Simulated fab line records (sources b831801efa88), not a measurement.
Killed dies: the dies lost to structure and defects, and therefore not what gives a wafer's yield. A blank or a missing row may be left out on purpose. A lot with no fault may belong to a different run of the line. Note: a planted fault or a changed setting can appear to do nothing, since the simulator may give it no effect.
A single fault, viewed from 2 desks    flow gf180mcu    only its own numbers are on each desk; what lay behind them is given at the end

## DESK OF THE TOOL OWNER: lithoTrack-04
The tool's own readings at GF_VT_IMPLANT_SOFTBAKE_36 (time 60 s): means of the sampled wafers that have a number, for each lot that ran on this tool. A lot is out of limits, marked OUT, if its mean lies more than 4 standard deviations from the usual mean; the brackets give that distance.
Columns: A = heaterPowerTotalW at GF_VT_IMPLANT_SOFTBAKE_36, usual 56.60 W; B = runLengthS at GF_VT_IMPLANT_SOFTBAKE_36, usual 89.20 s
lot   first seen here  A                B
L941  day 7 09:57      56.59            89.40
L952  day 10 12:43     60.41 (+89) OUT  79.54 (-60) OUT
L953  day 10 19:24     58.47 (+44) OUT  84.46 (-30) OUT
This desk finds L952, L953 out of limits, L952 being first, at day 10 12:43 (heaterPowerTotalW at GF_VT_IMPLANT_SOFTBAKE_36). L941 stayed within limits.

## THE METROLOGY DESK
What the gauges read for every lot (on any tool): the sampled wafers with a number, averaged. A lot is out of limits, marked OUT, if its mean lies more than 4 standard deviations from the usual mean; the brackets give that distance.
Columns: A = VT_IMPLANT_02_OVL at GF_VT_IMPLANT_OVL_MEAS_29, usual 0.1 nm; B = VT_IMPLANT_3_TW at GF_VT_IMPLANT_TW_MEAS_32, usual 269.3; C = VT_IMPLANT_03_OVL at GF_VT_IMPLANT_OVL_MEAS_40, usual 0.2 nm
lot   first seen here  A     B      C
L941  day 7 01:55      -0.5  271.8  1.3
L948  day 9 02:15      -1.7  269.1  2.3
L952  day 10 04:28     -0.1  267.5  1.8
L953  day 10 10:24     -0.1  266.5  -3.2
L958  day 11 19:30     -0.5  268.9  -0.6
L961  day 12 14:56     -0.1  270.9  -0.7
This desk's finding: nothing out of limits on any of the 6 lots.

## TAKEN TOGETHER
On L952, L953, at day 10 12:43, an alarm was possible from the tool owner's desk.
At the metrology desk, nothing out of limits was observed.
The metrology desk holds a record of L952, L953, inside its limits.
Of the lots named, all ran GF_VT_IMPLANT_SOFTBAKE_36 on lithoTrack-04.

## WHAT THE SIMULATOR HAD PUT IN
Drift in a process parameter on lithoTrack-04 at GF_VT_IMPLANT_SOFTBAKE_36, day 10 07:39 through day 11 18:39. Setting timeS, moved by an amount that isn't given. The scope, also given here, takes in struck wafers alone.
Struck lots among those shown: L952, L953.
Each desk's first reading out of limits, in hours after the fault started: the tool owner's desk, 5.
